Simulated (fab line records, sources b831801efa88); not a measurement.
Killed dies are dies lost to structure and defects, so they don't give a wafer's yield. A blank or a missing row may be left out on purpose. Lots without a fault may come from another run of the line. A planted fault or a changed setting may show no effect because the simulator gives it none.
fab line records | flow sky130 | part 1 of 2: steps 1 to 26 of 39
record lots=5 wafers=15 last_day=50
route steps=708 shown LDD_LDN@301 SPACER@304 POLY_CUT@307 SD_P@320 RES_XHIGH@332
lots that met no fault: from a run of the same line without faults
start_h: hours from the record's first day to the start of the lot's first wafer shown | wait_h: hours since the lot's step before | " the same as in the row above | L1.1+2: a row that stands for several wafers | - no value, or no start given | * or withheld: withheld | < > ~ a bound
route shown NAME@n: a module of which the file shows steps, and the number in the route of the first | usual: mean/standard deviation of fault-free wafers | same: alike in all rows | chamber/n: place in a boat | sites: the reading at each site | _std_site: their standard deviation | _edge_site: outer sites' mean less inner sites' | radius_mm: how far each site lies from the wafer's centre | mask NAME#n: copy n | behind: the tool/chamber that last shaped the wafer | hold: why the lot was held/for how many hours/how that ended | device: the transistor (n, p or np) that didn't switch | end of line: the same wafers' tests at the end of the route | a step without rows: its recipe alone | killed: dies lost to structure and defects at the first sort, not the wafer's yield | map: a wafer's dies, x killed, . not, _ none there
set.NAME: the setting as run; set.NAME@STEP: as run at that earlier step | model.NAME: the simulator's own value behind a step, which no gauge read
lots at some steps of the route; a table a step, a row a wafer
services: from which hour (start_h, from the record's first day; less than 0 if before it) a tool's chamber was out of use, for how many hours, and why
## steps
# step SKY_LDD_LDN_STRIP_12
# recipe chemistry=O2/N2 power_w=1400 pressure_mtorr=1500 platen_temp_c=withheld o2_flow_sccm=3000 n2_flow_sccm=300 overash_fraction=0.5
# usual drypump_motor_current_A=6.0/0.54 oes_product_au=0.716/0.0047 strip_time_to_endpoint_s=14.19/0.037
# columns lot.wafer tool chamber start_h wait_h drypump_motor_current_A oes_product_au rf_hours_counter_h strip_time_to_endpoint_s
L077.2 plasma_asher-04 0 561.33 0.1 6.5 0.716 75 14.15
L077.3 " 1 " " 6.0 0.712 - 14.17
L077.6 " 0 " " 6.5 0.717 - 14.16
L080.1 plasma_asher-03 0 592.66 0.1 6.1 0.714 92 14.27
L080.2 " 1 " " 5.8 0.713 92 14.22
L080.5 " 1 " " 5.7 0.726 - 14.23
L089.1 plasma_asher-02 0 667.08 0.1 5.1 0.717 57 14.22
L089.4 " 0 " " 5.1 0.717 - 14.23
L089.6 " 1 " " 6.6 0.714 - 14.22
L091.1 plasma_asher-02 1 682.31 0.1 6.6 0.713 58 14.21
L091.5 " 0 " " 5.1 0.721 - 14.25
L091.6 " 1 " " 6.6 0.717 - 14.22
L096.1 plasma_asher-04 0 719.23 0.1 6.5 0.716 92 14.20
L096.4 " 0 " " 6.5 0.719 - 14.19
L096.6 " 1 " " 6.0 0.724 - 14.19
# step SKY_LDD_LDN_TW_MEAS_13
# usual LDD_LDN_TW=1481/7.5
# columns lot.wafer tool chamber start_h wait_h LDD_LDN_TW
L077.2 film_metro-02 - 561.44 0.1 1486
L077.3 " - " " 1495
L077.6 " - " " 1485
L080.1 film_metro-03 - 592.76 0.1 1467
L080.2 " - " " 1476
L080.5 " - " " 1473
L089.1 film_metro-03 - 667.18 0.1 1475
L089.4 " - " " 1473
L089.6 " - " " 1490
L091.1 film_metro-01 - 682.41 0.1 1476
L091.5 " - " " 1475
L091.6 " - " " 1487
L096.1 film_metro-02 - 719.33 0.1 1491
L096.4 " - " " 1484
L096.6 " - " " 1482
# step SKY_LDD_LDN_CLEAN_14
# recipe chemistry=SC1/SC2 mix=1:4:20 temp_c=70 time_s=150 dry=n2_spin
# usual bath_guard_temp_C=69.9/0.52
# columns lot.wafer tool chamber start_h wait_h bath_guard_temp_C
L077.2 wet_bench-01 0 561.49 0.0 70.5
L077.3 " 0 " " 70.9
L077.6 " 0 " " 70.5
L080.1 wet_bench-04 1 592.82 0.1 70.2
L080.2 " 1 " " 70.1
L080.5 " 1 " " 70.2
L089.1 wet_bench-02 3 667.24 0.1 70.6
L089.4 " 3 " " 70.3
L089.6 " 3 " " 70.2
L091.1 wet_bench-01 1 682.47 0.1 70.0
L091.5 " 1 " " 70.1
L091.6 " 1 " " 69.6
L096.1 wet_bench-02 1 719.39 0.1 69.7
L096.4 " 1 " " 69.7
L096.6 " 1 " " 69.5
# step SKY_SPACER_CVD_00
# recipe material=Si3N4 precursor=DCS/NH3 target_thk_nm=43.1 temp_c=770 time_s=740 pressure_mtorr=250
# usual zone_power_bottom_pct=20.1/1.3 zone_power_top_pct=29.3/2.6
# columns lot.wafer tool chamber start_h wait_h zone_power_bottom_pct zone_power_top_pct
L077.2 lpcvd-02 0 562.08 0.5 18.9 27.2
L077.3 " 0 " " 18.9 27.6
L077.6 " 0 " " 19.3 26.8
L080.1 lpcvd-02 0 592.96 0.1 18.8 26.8
L080.2 " 0 " " 18.9 27.1
L080.5 " 0 " " 18.8 27.2
L089.1 lpcvd-02 0 668.08 0.8 19.0 27.5
L089.4 " 0 " " 18.8 27.1
L089.6 " 0 " " 18.6 26.9
L091.1 lpcvd-02 1 682.53 0.0 21.6 31.9
L091.5 " 1 " " 21.6 32.2
L091.6 " 1 " " 21.4 32.6
L096.1 lpcvd-02 0 719.69 0.2 19.1 27.3
L096.4 " 0 " " 18.8 27.1
L096.6 " 0 " " 19.1 27.2
# step SKY_SPACER_THK_MEAS_01
# recipe reads=Si3N4_of_SPACER_CVD_00
# usual SPACER_CVD_00_THK=43.2/0.35
# columns lot.wafer tool chamber start_h wait_h SPACER_CVD_00_THK[nm]
L077.2 film_metro-04 - 563.29 0.0 42.8
L077.3 " - " " 42.6
L077.6 " - " " 42.9
L080.1 film_metro-03 - 594.17 0.0 43.0
L080.2 " - " " 43.2
L080.5 " - " " 43.3
L089.1 film_metro-04 - 669.28 0.0 43.3
L089.4 " - " " 43.7
L089.6 " - " " 43.6
L091.1 film_metro-01 - 683.73 0.0 43.0
L091.5 " - " " 43.2
L091.6 " - " " 43.1
L096.1 film_metro-01 - 720.89 0.0 43.1
L096.4 " - " " 43.1
L096.6 " - " " 43.0
# step SKY_SPACER_ETCHBACK_02
# recipe chemistry=CH3F/O2 target=Si3N4 stop_on=SiO2 source_w=400 bias_w=80 pressure_mtorr=25 ch3f_flow_sccm=40 O2_flow_sccm=30 time_s=46.7 target_depth_a=450
# usual ch3f_flow_sccm=39.99/0.12 drypump_motor_current_A=6.0/0.56 oes_product_au=0.856/0.0057 throttle_valve_pct=10.562/0.0093
# columns lot.wafer tool chamber start_h wait_h ch3f_flow_sccm drypump_motor_current_A oes_product_au rf_hours_counter_h throttle_valve_pct
L077.2 rie_diel-04 3 563.34 0.0 40.03 6.1 0.856 1 10.569
L077.3 " 0 " " 39.94 6.1 0.850 58 10.571
L077.6 " 0 " " 39.94 6.1 0.852 - 10.552
L080.1 rie_diel-02 1 594.23 0.1 39.93 4.9 0.853 68 10.571
L080.2 " 2 " " 39.90 6.2 0.853 42 10.582
L080.5 " 2 " " 39.95 6.2 0.856 - 10.570
L089.1 rie_diel-02 2 669.34 0.1 40.17 6.1 0.856 44 10.577
L089.4 " 3 " " 40.07 5.5 0.859 10 10.563
L089.6 " 1 " " 40.05 4.9 0.861 - 10.565
L091.1 rie_diel-03 2 683.79 0.1 39.98 5.9 0.853 54 10.544
L091.5 " 1 " " 40.17 6.8 0.851 - 10.553
L091.6 " 2 " " 39.64 5.9 0.860 - 10.569
L096.1 rie_diel-04 3 720.95 0.1 40.19 6.0 0.849 4 10.570
L096.4 " 1 " " 40.08 6.7 0.860 6 10.562
L096.6 " 1 " " 40.15 6.7 0.851 - 10.564
# step SKY_POLY_CUT_DEHYDRATE_00
# recipe temp_c=200 time_s=60
# usual plate_temp_C=199.96/0.15
# columns lot.wafer tool chamber start_h wait_h plate_temp_C
L077.2 litho_track-03 0 577.75 14.4 199.85
L077.3 " 0 " " 199.82
L077.6 " 0 " " 199.73
L080.1 litho_track-02 0 607.98 13.7 199.95
L080.2 " 0 " " 199.60
L080.5 " 0 " " 199.74
L089.1 litho_track-02 0 682.93 13.6 199.96
L089.4 " 0 " " 200.21
L089.6 " 0 " " 200.24
L091.1 litho_track-02 0 697.73 13.9 199.72
L091.5 " 0 " " 199.82
L091.6 " 0 " " 199.98
L096.1 litho_track-01 0 733.75 12.8 199.82
L096.4 " 0 " " 200.09
L096.6 " 0 " " 199.98
# step SKY_POLY_CUT_HMDS_01
# recipe prime_time_s=60 prime_temp_c=120
# columns lot.wafer tool chamber start_h wait_h
L077.2+3+6 litho_track-03 0 577.90 0.1
L080.1+2+5 litho_track-02 0 608.13 0.1
L089.1+4+6 litho_track-02 0 683.08 0.1
L091.1+5+6 litho_track-02 0 697.88 0.1
L096.1+4+6 litho_track-01 0 733.90 0.1
# step SKY_POLY_CUT_COAT_02
# recipe resist=BARC temp_c=withheld time_s=withheld spin_rpm=3000 resist_thk_nm=60
# columns lot.wafer tool chamber start_h wait_h
L077.2+3+6 litho_track-03 0 578.05 0.1
L080.1+2+5 litho_track-02 0 608.28 0.1
L089.1+4+6 litho_track-02 0 683.23 0.1
L091.1+5+6 litho_track-02 0 698.03 0.1
L096.1+4+6 litho_track-01 0 734.05 0.1
# step SKY_POLY_CUT_COAT_03
# recipe resist=KrF-thick spin_rpm=3000 resist_thk_nm=450
# columns lot.wafer tool chamber start_h wait_h
L077.2+3+6 litho_track-03 0 - -
L080.1+2+5 litho_track-02 0 - -
L089.1+4+6 litho_track-02 0 - -
L091.1+5+6 litho_track-02 0 - -
L096.1+4+6 litho_track-01 0 - -
# step SKY_POLY_CUT_SOFTBAKE_04
# recipe temp_c=100 time_s=90 resist=KrF-thick
# usual plate_temp_C=100.00/0.11
# columns lot.wafer tool chamber start_h wait_h plate_temp_C
L077.2 litho_track-03 0 - - 99.96
L077.3 " 0 " " 100.03
L077.6 " 0 " " 100.05
L080.1 litho_track-02 0 - - 100.01
L080.2 " 0 " " 100.00
L080.5 " 0 " " 100.00
L089.1 litho_track-02 0 - - 99.87
L089.4 " 0 " " 100.13
L089.6 " 0 " " 100.06
L091.1 litho_track-02 0 - - 100.21
L091.5 " 0 " " 100.08
L091.6 " 0 " " 100.15
L096.1 litho_track-01 0 - - 100.10
L096.4 " 0 " " 100.09
L096.6 " 0 " " 99.94
# step SKY_POLY_CUT_EXPOSE_05
# recipe mask_id=NPCM na=0.8 source_shape=annular sigma_inner=0.55 sigma_outer=0.85 target_cd_nm=270 dose_mj=32
# usual reticle_temp_C=22.97/0.11
# columns lot.wafer tool chamber start_h wait_h mask reticle_temp_C
L077.2 krf_scanner-02 0 - - NPCM#0 22.94
L077.3 " 0 " " NPCM#0 23.19
L077.6 " 0 " " NPCM#0 23.16
L080.1 krf_scanner-02 0 - - NPCM#0 22.86
L080.2 " 0 " " NPCM#0 22.98
L080.5 " 0 " " NPCM#0 22.98
L089.1 krf_scanner-02 0 - - NPCM#0 23.06
L089.4 " 0 " " NPCM#0 22.84
L089.6 " 0 " " NPCM#0 22.88
L091.1 krf_scanner-02 0 - - NPCM#0 23.00
L091.5 " 0 " " NPCM#0 22.98
L091.6 " 0 " " NPCM#0 22.95
L096.1 krf_scanner-02 0 - - NPCM#0 23.05
L096.4 " 0 " " NPCM#0 22.87
L096.6 " 0 " " NPCM#0 23.08
# step SKY_POLY_CUT_PEB_06
# recipe peb_temp_c=withheld peb_time_s=withheld resist=KrF-thick
# columns lot.wafer tool chamber start_h wait_h
L077.2+3+6 litho_track-03 0 - -
L080.1+2+5 litho_track-01 0 - -
L089.1+4+6 litho_track-01 0 - -
L091.1+5+6 litho_track-03 0 - -
L096.1+4+6 litho_track-01 0 - -
# step SKY_POLY_CUT_DEVELOP_07
# recipe develop_time_s=60 resist=KrF-thick dev_temp_c=21
# columns lot.wafer tool chamber start_h wait_h
L077.2+3+6 litho_track-03 0 - -
L080.1+2+5 litho_track-01 0 - -
L089.1+4+6 litho_track-01 0 - -
L091.1+5+6 litho_track-03 0 - -
L096.1+4+6 litho_track-01 0 - -
# step SKY_POLY_CUT_CD_MEAS_08
# recipe target_cd_nm=270
# usual cd_nm=270.6/1.5
# columns lot.wafer tool chamber start_h wait_h cd_nm
L077.2 cd_sem-02 - 593.99 - 271.8
L077.3 " - " " 271.3
L077.6 " - " " 269.3
L080.1 cd_sem-02 - 624.05 - 270.7
L080.2 " - " " 271.8
L080.5 " - " " 270.4
L089.1 cd_sem-01 - 698.60 - 267.2
L089.4 " - " " 269.2
L089.6 " - " " 267.5
L091.1 cd_sem-02 - 712.12 - 271.9
L091.5 " - " " 271.7
L091.6 " - " " 270.6
L096.1 cd_sem-01 - 748.30 - 270.7
L096.4 " - " " 271.7
L096.6 " - " " 270.0
# step SKY_POLY_CUT_OVL_MEAS_09
# usual POLY_CUT_OVL=0/4.6
# columns lot.wafer tool chamber start_h wait_h POLY_CUT_OVL[nm]
L077.2 overlay-02 - 594.10 0.1 -2
L077.3 " - " " -1
L077.6 " - " " 0
L080.1 overlay-02 - 624.17 0.1 -4
L080.2 " - " " -2
L080.5 " - " " -4
L089.1 overlay-01 - 698.72 0.1 2
L089.4 " - " " 10
L089.6 " - " " 7
L091.1 overlay-01 - 712.24 0.1 9
L091.5 " - " " 5
L091.6 " - " " 7
L096.1 overlay-01 - 748.42 0.1 -6
L096.4 " - " " -3
L096.6 " - " " -4
# step SKY_POLY_CUT_ETCH_10
# recipe chemistry=N2/H2 target=BARC ion_energy_ev=200 source_w=500 bias_w=100 pressure_mtorr=30 n2_flow_sccm=100 h2_flow_sccm=200 stop_on=SiO2 time_s=45.9 target_depth_a=600
# usual drypump_motor_current_A=6.2/0.37 oes_product_au=0.855/0.0047 throttle_valve_pct=13.225/0.01
# columns lot.wafer tool chamber start_h wait_h drypump_motor_current_A oes_product_au rf_hours_counter_h throttle_valve_pct
L077.2 rie_diel-04 1 594.13 0.0 6.7 0.857 3 13.246
L077.3 " 2 " " 6.1 0.857 61 13.255
L077.6 " 1 " " 6.7 0.861 - 13.226
L080.1 rie_diel-03 2 624.20 0.0 5.9 0.852 52 13.226
L080.2 " 1 " " 6.8 0.855 17 13.221
L080.5 " 3 " " 6.1 0.853 - 13.220
L089.1 rie_diel-01 1 698.75 0.0 5.8 0.854 18 13.244
L089.4 " 2 " " 6.4 0.855 11 13.224
L089.6 " 2 " " 6.3 0.854 - 13.223
L091.1 rie_diel-04 3 712.28 0.0 6.1 0.854 4 13.228
L091.5 " 2 " " 6.1 0.858 - 13.216
L091.6 " 3 " " 6.1 0.855 - 13.203
L096.1 rie_diel-03 2 748.45 0.0 5.9 0.860 1 13.219
L096.4 " 3 " " 6.1 0.857 - 13.237
L096.6 " 0 " " 5.6 0.862 - 13.212
# step SKY_POLY_CUT_ETCH_11
# recipe target=Si3N4 chemistry=CF4/CH2F2/Ar stop_on=poly-Si source_w=600 bias_w=150 pressure_mtorr=40 cf4_flow_sccm=40 ch2f2_flow_sccm=20 Ar_flow_sccm=150 time_s=42.5 target_depth_a=600
# usual ch2f2_flow_sccm=20.00/0.064 drypump_motor_current_A=6.2/0.37 oes_product_au=0.831/0.0063 throttle_valve_pct=14.995/0.0095
# columns lot.wafer tool chamber start_h wait_h ch2f2_flow_sccm drypump_motor_current_A oes_product_au rf_hours_counter_h throttle_valve_pct
L077.2 rie_diel-04 1 594.17 0.0 19.94 6.7 0.831 3 15.000
L077.3 " 2 " " 19.99 6.1 0.826 61 14.997
L077.6 " 1 " " 19.95 6.7 0.828 - 14.984
L080.1 rie_diel-03 2 624.24 0.0 19.99 5.9 0.824 52 14.991
L080.2 " 1 " " 20.01 6.8 0.830 17 15.000
L080.5 " 3 " " 20.06 6.0 0.828 - 14.991
L089.1 rie_diel-01 1 698.79 0.0 20.00 5.8 0.837 18 15.002
L089.4 " 2 " " 20.04 6.3 0.829 11 14.986
L089.6 " 2 " " 20.13 6.4 0.843 - 14.994
L091.1 rie_diel-04 3 712.32 0.0 20.09 6.0 0.835 4 14.986
L091.5 " 2 " " 20.01 6.2 0.834 - 15.011
L091.6 " 3 " " 19.94 6.1 0.846 - 14.995
L096.1 rie_diel-03 2 748.49 0.0 19.90 5.9 0.835 1 15.005
L096.4 " 3 " " 19.88 6.1 0.830 - 14.995
L096.6 " 0 " " 20.03 5.6 0.839 - 14.994
# step SKY_POLY_CUT_STRIP_12
# recipe chemistry=O2/N2 power_w=1400 pressure_mtorr=1500 platen_temp_c=withheld o2_flow_sccm=3000 n2_flow_sccm=300 overash_fraction=0.5
# usual drypump_motor_current_A=6.1/0.34 oes_product_au=0.453/0.005 strip_time_to_endpoint_s=5.361/0.019
# columns lot.wafer tool chamber start_h wait_h drypump_motor_current_A oes_product_au rf_hours_counter_h strip_time_to_endpoint_s
L077.2 plasma_asher-03 0 594.21 0.0 6.0 0.452 92 5.391
L077.3 " 1 " " 5.7 0.448 - 5.350
L077.6 " 0 " " 6.0 0.454 - 5.385
L080.1 plasma_asher-01 0 624.28 0.0 6.5 0.458 19 5.335
L080.2 " 1 " " 5.7 0.448 19 5.334
L080.5 " 1 " " 5.7 0.451 - 5.351
L089.1 plasma_asher-01 1 698.83 0.0 5.7 0.451 27 5.351
L089.4 " 1 " " 5.7 0.455 - 5.358
L089.6 " 1 " " 5.7 0.451 - 5.371
L091.1 plasma_asher-01 0 712.36 0.0 6.5 0.453 29 5.390
L091.5 " 1 " " 5.7 0.453 - 5.360
L091.6 " 0 " " 6.5 0.451 - 5.363
L096.1 plasma_asher-03 0 748.53 0.0 6.0 0.447 1 5.364
L096.4 " 1 " " 5.7 0.447 - 5.326
L096.6 " 0 " " 6.0 0.457 - 5.368
# step SKY_SD_P_DEHYDRATE_00
# recipe temp_c=200 time_s=60
# usual plate_temp_C=200.03/0.16
# columns lot.wafer tool chamber start_h wait_h plate_temp_C
L077.2 litho_track-03 0 608.10 13.9 199.84
L077.3 " 0 " " 200.00
L077.6 " 0 " " 199.99
L080.1 litho_track-01 0 637.70 13.4 200.22
L080.2 " 0 " " 200.07
L080.5 " 0 " " 200.02
L089.1 litho_track-03 0 712.12 13.3 200.08
L089.4 " 0 " " 199.88
L089.6 " 0 " " 199.85
L091.1 litho_track-03 0 726.52 14.1 200.34
L091.5 " 0 " " 200.16
L091.6 " 0 " " 200.07
L096.1 litho_track-03 0 760.47 11.9 200.21
L096.4 " 0 " " 200.01
L096.6 " 0 " " 199.85
# step SKY_SD_P_HMDS_01
# recipe prime_time_s=60 prime_temp_c=120
# columns lot.wafer tool chamber start_h wait_h
L077.2+3+6 litho_track-03 0 608.25 0.1
L080.1+2+5 litho_track-01 0 637.85 0.1
L089.1+4+6 litho_track-03 0 712.27 0.1
L091.1+5+6 litho_track-03 0 726.67 0.1
L096.1+4+6 litho_track-03 0 760.62 0.1
# step SKY_SD_P_COAT_02
# recipe resist=NOVOLAK spin_rpm=3000 resist_thk_nm=1140
# columns lot.wafer tool chamber start_h wait_h
L077.2+3+6 litho_track-03 0 608.40 0.1
L080.1+2+5 litho_track-01 0 638.00 0.1
L089.1+4+6 litho_track-03 0 712.42 0.1
L091.1+5+6 litho_track-03 0 726.82 0.1
L096.1+4+6 litho_track-03 0 760.77 0.1
# step SKY_SD_P_SOFTBAKE_03
# recipe temp_c=90 time_s=60 resist=NOVOLAK
# usual plate_temp_C=90.02/0.11
# columns lot.wafer tool chamber start_h wait_h plate_temp_C
L077.2 litho_track-03 0 608.55 0.1 90.21
L077.3 " 0 " " 89.96
L077.6 " 0 " " 90.30
L080.1 litho_track-01 0 638.15 0.1 89.96
L080.2 " 0 " " 89.90
L080.5 " 0 " " 90.04
L089.1 litho_track-03 0 712.57 0.1 90.27
L089.4 " 0 " " 90.12
L089.6 " 0 " " 90.26
L091.1 litho_track-03 0 726.97 0.1 90.14
L091.5 " 0 " " 90.09
L091.6 " 0 " " 90.01
L096.1 litho_track-03 0 760.92 0.1 90.00
L096.4 " 0 " " 89.89
L096.6 " 0 " " 90.08
# step SKY_SD_P_EXPOSE_04
# recipe mask_id=PSDM na=0.6 source_shape=conventional sigma_outer=0.6 polarization=unpolarized target_cd_nm=380 dose_mj=138
# usual reticle_temp_C=22.99/0.1
# columns lot.wafer tool chamber start_h wait_h mask reticle_temp_C
L077.2 iline_stepper-02 0 - - PSDM#0 22.84
L077.3 " 0 " " PSDM#0 22.93
L077.6 " 0 " " PSDM#0 22.88
L080.1 iline_stepper-02 0 - - PSDM#0 22.99
L080.2 " 0 " " PSDM#0 23.05
L080.5 " 0 " " PSDM#0 23.11
L089.1 iline_stepper-02 0 - - PSDM#0 22.97
L089.4 " 0 " " PSDM#0 23.03
L089.6 " 0 " " PSDM#0 22.96
L091.1 iline_stepper-01 0 - - PSDM#0 23.12
L091.5 " 0 " " PSDM#0 23.16
L091.6 " 0 " " PSDM#0 22.99
L096.1 iline_stepper-01 0 - - PSDM#0 23.06
L096.4 " 0 " " PSDM#0 23.07
L096.6 " 0 " " PSDM#0 23.05
# step SKY_SD_P_PEB_05
# recipe temp_c=withheld time_s=* resist=NOVOLAK
# columns lot.wafer tool chamber start_h wait_h
L077.2+3+6 litho_track-03 0 - -
L080.1+2+5 litho_track-01 0 - -
L089.1+4+6 litho_track-03 0 - -
L091.1+5+6 litho_track-03 0 - -
L096.1+4+6 litho_track-01 0 - -
# step SKY_SD_P_DEVELOP_06
# recipe resist=NOVOLAK developer=TMAH develop_time_s=60 dev_temp_c=23
# columns lot.wafer tool chamber start_h wait_h
L077.2+3+6 litho_track-03 0 623.80 0.1
L080.1+2+5 litho_track-01 0 651.90 0.1
L089.1+4+6 litho_track-03 0 727.27 0.1
L091.1+5+6 litho_track-03 0 739.92 0.1
L096.1+4+6 litho_track-01 0 773.80 0.1
